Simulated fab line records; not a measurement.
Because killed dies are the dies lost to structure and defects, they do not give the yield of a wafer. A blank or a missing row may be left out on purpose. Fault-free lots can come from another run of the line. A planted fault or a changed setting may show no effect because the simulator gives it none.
Struck lot and sound lot, side by side + flow sfq-line + 42 steps out of a route of 325
Sound: the wafers L124.2, L124.5, L124.6. Struck: wafer L126.5 (left out: L126.4, a lot-mate that was not struck); the cause follows at the end.
At each step with rows: each side's tool, then ch and its chambers, then its first start. Under that, the readings that differ: sound wafers + struck wafers + difference of the means + sigmas: that difference in standard deviations of wafers without a fault.
alike: same words and numbers on both sides, and readings whose means sit less than 2 such deviations apart. not compared: any withheld reading, any reading some wafer has no value for, any bound like >300 that may hide the same value, and any number with overlapping values for which the record gives no deviation.
Wherever a step has rows on one side only, a row that says differs or no value, or a row with sigmas, the two part there. Numbers that have no deviation but don't overlap get no sigmas and don't part them. A reading that every wafer of one side lacks parts them only if that side has two wafers or more.

first, 6 steps without rows for these wafers: SFQ_TRILAYER_I1_VIA_LITHO_COAT_054 (resist thk 62 nm); SFQ_TRILAYER_I1_VIA_LITHO_COAT_049 (resist thk 650 nm); SFQ_TRILAYER_I1_VIA_LITHO_SOFTBAKE_053; SFQ_TRILAYER_I1_VIA_LITHO_EXPOSE_050 (exposes mask I1, target cd 500 nm); SFQ_TRILAYER_I1_VIA_LITHO_PEB_052 (peb time 60 s); SFQ_TRILAYER_I1_VIA_LITHO_DEVELOP_051 (time 60 s).
SFQ_I1_OVL_MEAS_913:
  struck on overlay-01, day 25 21:20; sound on overlay-02, day 25 12:55
  alike: I1_OVL
then, 1 step without rows for these wafers: SFQ_TRILAYER_I1_VIA_BARC_OPEN_VIA_ETCH_071 (etches BARC in O2, target depth 125 nm, time 41.7 s).
SFQ_TRILAYER_I1_VIA_ETCH_VIA_ETCH_052: etches SiO2 in CHF3, stops on Nb, target depth 260 nm.
  sound on rie-diel-01 ch 2,3, day 25 12:59; struck on rie-diel-01 ch 0, day 25 21:23
| reading                     | sound       | struck | difference | sigmas |
|-----------------------------|-------------|--------|------------|--------|
| drypump-motor-current-A (A) | 4.9 5.1 4.9 | 6.5    | +1.5       | +3     |
  alike: oes-product-au
SFQ_TRILAYER_I1_VIA_STRIP_STRIP_053: strips in O2.
  sound on rie-metal-01 ch 0,1, day 25 13:07; struck on rie-metal-01 ch 1, day 25 21:43
  alike: drypump-motor-current-A, oes-product-au
  not compared: rf-hours-counter-h
then, 2 steps without rows for these wafers: SFQ_TRILAYER_I1_VIA_STRIP_SOLV_CLEAN_054 (cleans in NMP, time 600 s); SFQ_TRILAYER_M2_DEP_PRE_CLEAN_056 (time 22.5 s).
SFQ_TRILAYER_M2_DEP_SPUTTER_055: material Nb, target thk 200 nm, time 133.3 s.
  struck on pvd-sputter-05, day 25 22:20; sound on pvd-sputter-04, day 25 13:56
| reading                                             | sound             | struck | difference | sigmas |
|-----------------------------------------------------|-------------------|--------|------------|--------|
| model.Nb_of_TRILAYER_M2_DEP_SPUTTER_055.thk-nm (nm) | 195.8 195.7 198.3 | 230.3  | +33.7      |        |
  alike: throttle-valve-pct
SFQ_M2_RS_MEAS_914: measures by four-point-probe.
  struck on film-metro-03, day 25 22:29; sound on film-metro-03, day 25 14:02
| reading           | sound             | struck | difference | sigmas |
|-------------------|-------------------|--------|------------|--------|
| M2_NB_RS (ohm/sq) | 0.911 0.909 0.897 | 0.771  | -0.135     | -15    |
then, 6 steps without rows for these wafers: SFQ_TRILAYER_M2_LITHO_COAT_062 (resist thk 62 nm); SFQ_TRILAYER_M2_LITHO_COAT_057 (resist thk 600 nm); SFQ_TRILAYER_M2_LITHO_SOFTBAKE_061; SFQ_TRILAYER_M2_LITHO_EXPOSE_058 (exposes mask M2, target cd 500 nm); SFQ_TRILAYER_M2_LITHO_PEB_060 (peb time 60 s); SFQ_TRILAYER_M2_LITHO_DEVELOP_059 (time 60 s).
-- the record jumps here: 6 days lie between the struck wafers' starts before and after --
SFQ_M2_OVL_MEAS_916:
  struck on overlay-02, day 31 16:53; sound on overlay-02, day 31 08:38
  alike: M2_OVL
SFQ_TRILAYER_M2_BARC_OPEN_METAL_ETCH_077: etches BARC in O2, target depth 125 nm, time 41.7 s.
  sound on rie-metal-04 ch 0,1, day 31 08:40; struck on rie-metal-01 ch 0, day 31 16:55
  alike: drypump-motor-current-A, oes-product-au
  not compared: rf-hours-counter-h
SFQ_TRILAYER_M2_ETCH_METAL_ETCH_060: etches Nb in Cl2/Ar, stops on SiO2, target depth 240 nm, time 120 s.
  sound on rie-metal-04 ch 0,1, day 31 08:43; struck on rie-metal-01 ch 0, day 31 17:00
| reading               | sound             | struck | difference | sigmas |
|-----------------------|-------------------|--------|------------|--------|
| oes-product-au (a.u.) | 0.880 0.883 0.885 | 0.972  | +0.089     | +13    |
  alike: drypump-motor-current-A
  not compared: rf-hours-counter-h
then, 2 steps without rows for these wafers: SFQ_TRILAYER_M2_STRIP_STRIP_061 (strips in O2); SFQ_TRILAYER_M2_STRIP_SOLV_CLEAN_062 (cleans in NMP, time 600 s).
SFQ_TRILAYER_I2_DEP_PECVD_063: deposits SiO2 from SiH4/N2O, time 111.11 s, target thk 500 nm.
  sound on pecvd-02 ch 0,2, day 31 09:37; struck on pecvd-04 ch 2, day 31 17:54
  alike: heater-power-w, throttle-valve-pct
then, 1 step without rows for these wafers: SFQ_TRILAYER_I2_CMP_CMP_064 (polishes SiO2).
SFQ_I2_BOW_MEAS_917:
  struck on film-metro-03, day 31 22:21; sound on film-metro-03, day 31 14:31
  alike: I2_BOW
SFQ_TRILAYER_I2_METRO_MEASURE_065:
  struck on film-metro-03, day 31 23:01; sound on film-metro-03, day 31 14:49
| reading     | sound             | struck | difference | sigmas |
|-------------|-------------------|--------|------------|--------|
| thk-nm (nm) | 201.1 201.5 201.0 | 198.9  | -2.3       | -2     |
then, 6 steps without rows for these wafers: SFQ_TRILAYER_I2_VIA_LITHO_COAT_072 (resist thk 62 nm); SFQ_TRILAYER_I2_VIA_LITHO_COAT_067 (resist thk 650 nm); SFQ_TRILAYER_I2_VIA_LITHO_SOFTBAKE_071; SFQ_TRILAYER_I2_VIA_LITHO_EXPOSE_068 (exposes mask I2, target cd 500 nm); SFQ_TRILAYER_I2_VIA_LITHO_PEB_070 (peb time 60 s); SFQ_TRILAYER_I2_VIA_LITHO_DEVELOP_069 (time 60 s).
-- the record jumps here: 7 days lie between the struck wafers' starts before and after --
SFQ_I2_OVL_MEAS_918:
  struck on overlay-02, day 38 15:04; sound on overlay-02, day 38 05:27
  alike: I2_OVL
then, 5 steps without rows for these wafers: SFQ_TRILAYER_I2_VIA_BARC_OPEN_VIA_ETCH_096 (etches BARC in O2, target depth 125 nm, time 41.7 s); SFQ_TRILAYER_I2_VIA_ETCH_VIA_ETCH_070 (etches SiO2 in CHF3, stops on Nb, target depth 260 nm); SFQ_TRILAYER_I2_VIA_STRIP_STRIP_071 (strips in O2); SFQ_TRILAYER_I2_VIA_STRIP_SOLV_CLEAN_072 (cleans in NMP, time 600 s); SFQ_TRILAYER_M3_DEP_PRE_CLEAN_074 (time 22.5 s).
-- the record jumps here: 37 days lie between the struck wafers' starts before and after --
SFQ_M8_BOW_MEAS_951:
  struck on film-metro-02, day 75 13:17; sound on film-metro-01, day 75 04:15
| reading                 | sound                | struck | difference | sigmas |
|-------------------------|----------------------|--------|------------|--------|
| M8_BOW (um)             | 24 35 27             | -10    | -39        | -3     |
| model.etest.m2.ohm-um   | 1.831 1.824 1.792    | 1.552  | -0.264     |        |
| model.etest.i1.link-ohm | 1.985 1.99 1.996     | 1.83   | -0.16      |        |
| model.etest.i2.link-ohm | 1.982 1.982 1.975    | 1.861  | -0.119     |        |
| model.etest.m2.ohm-sq   | 0.9082 0.9086 0.8968 | 0.772  | -0.133     |        |

## WHERE THEY PART
First at SFQ_TRILAYER_I1_VIA_ETCH_VIA_ETCH_052; last, within this record, at SFQ_M8_BOW_MEAS_951.

WHY: the cause the simulator had injected
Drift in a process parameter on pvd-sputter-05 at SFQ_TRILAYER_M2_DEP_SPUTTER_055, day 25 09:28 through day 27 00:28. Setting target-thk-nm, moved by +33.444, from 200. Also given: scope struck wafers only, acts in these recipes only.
